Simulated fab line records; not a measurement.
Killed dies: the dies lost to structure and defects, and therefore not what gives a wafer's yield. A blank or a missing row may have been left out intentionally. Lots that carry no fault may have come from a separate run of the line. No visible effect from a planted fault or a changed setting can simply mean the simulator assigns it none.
One fault through the eyes of 2 desks | flow gf180mcu | each desk holds nothing but its own numbers, with what lay behind them at the end

AT THE TOOL OWNER'S DESK: pvdSputter-01
The tool's own readings at GF_M3_SPUTTER_00 (material Ti, target thk 37.5 nm, time 150 s): means of the sampled wafers that have a number, for each lot that ran on this tool. A lot is out of limits, marked OUT, if its mean lies more than 4 standard deviations from the usual mean; the brackets give that distance.
Columns: A = throttleValvePct at GF_M3_SPUTTER_00, usual 30.2 %
lot  | first seen here | A
L500 | day 20 13:07    | 31.1
L502 | day 21 20:01    | 31.1
L506 | day 23 07:46    | 30.4
L509 | day 24 06:51    | 30.6
L512 | day 25 05:52    | 30.7
L516 | day 26 08:14    | 30.7
L521 | day 27 21:46    | 30.4
L522 | day 28 10:19    | 30.9
Result from this desk: across the 8 lots, nothing is out of limits.

METROLOGY DESK
What the gauges read for every lot (on any tool): the sampled wafers with a number, averaged. A lot is out of limits, marked OUT, if its mean lies more than 4 standard deviations from the usual mean; the brackets give that distance.
Columns: A = MIM_ALCU_THK at GF_MIM_THK_MEAS_11, usual 201.8 nm; B = cdNm at GF_TOP_METAL_CD_MEAS_14, usual 440.3 nm
lot  | first seen here | A     | B
L500 | day 24 17:50    | 206.0 | 444.2
L502 | day 25 20:33    | 199.2 | 438.6
L503 | day 26 08:54    | 199.7 | 441.0
L505 | day 26 14:46    | 203.8 | 440.2
L506 | day 27 07:10    | 202.8 | 437.6
L509 | day 28 03:52    | 202.3 | 441.8
L510 | day 28 12:35    | 199.6 | 442.2
L512 | day 29 00:57    | 196.6 | 435.8
L513 | day 29 04:55    | 202.7 | 441.5
L514 | day 29 11:09    | 202.8 | 438.4
L516 | day 30 01:18    | 203.4 | 440.1
L521 | day 31 11:12    | 198.4 | 437.4
L522 | day 31 23:40    | 202.3 | 437.7
Result from this desk: across the 13 lots, nothing is out of limits.

BROUGHT TOGETHER
The desk of the tool owner found nothing out of limits.
Metrology desk: nothing out of limits seen.

WHAT THE SIMULATOR HAD PUT IN
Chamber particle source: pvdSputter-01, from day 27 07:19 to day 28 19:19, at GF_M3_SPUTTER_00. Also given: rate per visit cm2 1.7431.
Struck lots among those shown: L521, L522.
